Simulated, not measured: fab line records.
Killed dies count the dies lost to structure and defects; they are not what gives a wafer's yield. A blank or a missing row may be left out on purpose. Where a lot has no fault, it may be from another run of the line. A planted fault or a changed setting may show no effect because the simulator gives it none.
Matching of chambers    flow gf180mcu    4 sister chambers for GF_V1_CMP_04 on cmp-01
The step polishes SiO2. 18 wafers are shown with their chamber, then 9 later ones without.

WAFERS WITH THEIR CHAMBER
wafer   chamber  motor-current-A (A)  time-to-endpoint-s (s)
L492.1  0        13.5                 83
L492.3  1        11.5                 84
L492.4  2        14.1                 87
L495.2  0        13.0                 77
L495.4  2        14.0                 84
L495.5  3        13.0                 89
L497.2  1        11.5                 78
L497.3  0        12.4                 68
L497.4  3        12.9                 90
L505.1  2        13.7                 86
L505.4  3        12.9                 97
L505.5  2        14.4                 93
L506.2  3        12.4                 87
L506.5  1        11.3                 92
L506.6  2        14.1                 87
L507.1  3        12.5                 94
L507.4  2        14.2                 91
L507.6  3        12.8                 95

SIGNATURES (means of the wafers above)
reading             chamber 0  chamber 1  chamber 2  chamber 3  scatter within a chamber
motor-current-A     12.967     11.433     14.083     12.750     0.292
time-to-endpoint-s  76.00      84.67      88.00      92.00      4.96
Rule: a wafer lies at a distance from a chamber equal to the root of the sum of squares, over the readings, of (its reading less the chamber's mean, divided by the reading's scatter). The wafer belongs to the nearest chamber; if the next one is less than 2 further off, it can't be placed. The scatter is the square root of a quotient: the sum, over the shown wafers, of each reading's squared deviation from its chamber's mean, divided by wafers minus chambers.

WAFERS WHOSE CHAMBER IS MISSING
wafer   motor-current-A (A)  time-to-endpoint-s (s)
L509.2  14.2                 88
L509.5  13.6                 96
L509.6  11.7                 93
L511.1  14.1                 74
L511.3  11.1                 80
L511.6  13.9                 84
L512.1  11.2                 80
L512.5  12.3                 92
L512.6  13.5                 93

WHICH CHAMBER EACH WENT THROUGH
wafer   from the rows above           in truth
L509.2  2                             2
L509.5  can't be placed: 2 or 3       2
L509.6  can't be placed: 1 or 3       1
L511.1  can't be placed: 2 or 0       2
L511.3  1                             1
L511.6  2                             2
L512.1  1                             1
L512.5  can't be placed: 3 or 1       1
L512.6  can't be placed: 2 or 3 or 0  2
Placed correctly: 4 of 9. Unplaceable from these rows: 5, with the true chamber sitting among the candidates in 5. Wrongly placed: 0.
